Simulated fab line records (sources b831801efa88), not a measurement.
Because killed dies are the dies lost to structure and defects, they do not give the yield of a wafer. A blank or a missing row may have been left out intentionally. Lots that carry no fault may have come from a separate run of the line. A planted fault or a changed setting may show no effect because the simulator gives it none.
A single fault, viewed from 2 desks ; flow sky130 ; each desk has only its own numbers; what lay behind them comes last

== AT THE TOOL OWNER'S DESK: lpcvd-02 ==
The tool's own readings at SKY_SPACER_CVD_00 (deposits Si3N4 from DCS/NH3, target thk 43.1 nm, time 740 s): means of the sampled wafers that have a number, for each lot that ran on this tool. A lot is out of limits, marked OUT, if its mean lies more than 4 standard deviations from the usual mean; the brackets give that distance.
Columns: A = spike-tc-bottom-C at SKY_SPACER_CVD_00, usual 789.2 C; B = spike-tc-centre-C at SKY_SPACER_CVD_00, usual 770.3 C; C = spike-tc-lower-C at SKY_SPACER_CVD_00, usual 771.7 C; D = spike-tc-top-C at SKY_SPACER_CVD_00, usual 783.6 C; E = spike-tc-upper-C at SKY_SPACER_CVD_00, usual 769.2 C; F = susceptor-temp-C at SKY_SPACER_CVD_00, usual 770.0 C
lot;first seen here;A;B;C;D;E;F
L408;day 23 21:46;790.4;770.3;772.8;785.0;769.7;770.1
L406;day 24 01:14;788.7;770.3;769.8;783.5;769.8;770.1
L409;day 24 02:26;789.1;769.9;769.8;783.1;769.0;769.8
L410;day 24 11:49;788.3;770.2;770.0;781.8;769.6;770.3
L411;day 24 21:57;799.1 (+9.9) OUT;781.3 (+11) OUT;780.4 (+6.7) OUT;793.5 (+8.3) OUT;780.3 (+10) OUT;780.5 (+28) OUT
L413;day 25 14:28;798.8 (+9.6) OUT;780.7 (+10) OUT;780.8 (+7.0) OUT;793.3 (+8.1) OUT;780.1 (+9.9) OUT;780.1 (+27) OUT
L421;day 28 10:07;789.7;769.8;773.4;784.1;768.6;770.3
L422;day 28 13:57;790.2;769.3;772.6;784.2;768.3;770.1
L425;day 30 13:19;789.6;769.9;772.6;784.6;768.9;770.1
L423;day 30 14:31;789.3;769.9;770.6;782.9;769.5;769.6
L426;day 30 14:31;788.7;771.5;771.9;784.0;769.7;769.4
L427;day 30 15:43;788.7;769.9;772.4;784.3;768.3;769.6
L428;day 30 16:55;790.0;770.3;773.1;784.1;767.5;769.7
L429;day 31 02:25;789.3;770.5;771.3;782.0;770.1;770.2
This desk's finding: out of limits on L411, L413; first on L411, day 24 21:57 (spike-tc-bottom-C at SKY_SPACER_CVD_00). L408, L406, L409, L410, L421, L422, L425, L423, L426, L427, L428, L429: within limits.

== FROM THE METROLOGY DESK ==
Lot by lot, what the gauges showed, no matter which tool ran the lot: averages of those sampled wafers that carry a number. A lot is out of limits, marked OUT, if its mean lies more than 4 standard deviations from the usual mean; the brackets give that distance.
Columns: A = SPACER_CVD_00_THK at SKY_SPACER_THK_MEAS_01, usual 43.0 nm; B = METAL1_ALCU_RS at SKY_METAL1_RS_MEAS_05, usual 0.1269 ohm/sq; C = cd-nm at SKY_METAL1_CD_MEAS_15, usual 139.2 nm
lot;first seen here;A;B;C
L408;day 23 23:00;43.8;0.1244;138.5
L406;day 24 02:26;43.1;0.1263;138.9
L409;day 24 03:40;43.2;0.1275;140.3
L410;day 24 13:02;43.0;0.1258;139.0
L411;day 24 23:10;52.7 (+24) OUT;0.1261;139.6
L413;day 25 15:41;51.9 (+22) OUT;0.1283;137.1
L421;day 28 11:20;42.4;0.1293;141.6
L422;day 28 15:09;42.6;0.1265;140.6
L425;day 30 14:31;43.4;0.1273;141.1
L423;day 30 15:43;43.6;0.1282;139.9
L426;day 30 15:44;42.9;0.1286;140.0
L427;day 30 16:56;42.7;0.1286;140.2
L428;day 30 18:08;43.4;0.1257;139.4
L429;day 31 03:37;43.1;0.1250;136.2
This desk finds L411, L413 out of limits, with the earliest case on L411 at day 24 23:10 (SPACER_CVD_00_THK at SKY_SPACER_THK_MEAS_01). L408, L406, L409, L410, L421, L422, L425, L423, L426, L427, L428, L429: within limits.

== PUT TOGETHER ==
An alarm could have come from the tool owner's desk at day 24 21:57, on L411, L413.
L411, L413 would have let the metrology desk raise an alarm at day 24 23:10.
Every lot named ran SKY_SPACER_CVD_00 on lpcvd-02.

== WHAT THE SIMULATOR HAD INSERTED ==
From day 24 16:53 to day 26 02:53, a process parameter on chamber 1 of lpcvd-02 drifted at SKY_SPACER_CVD_00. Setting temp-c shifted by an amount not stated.
Struck lots among those shown: L411, L413.
Counting hours from when the fault started, the first reading out of limits came at 5 for the tool owner's desk and at 6 for the metrology desk.
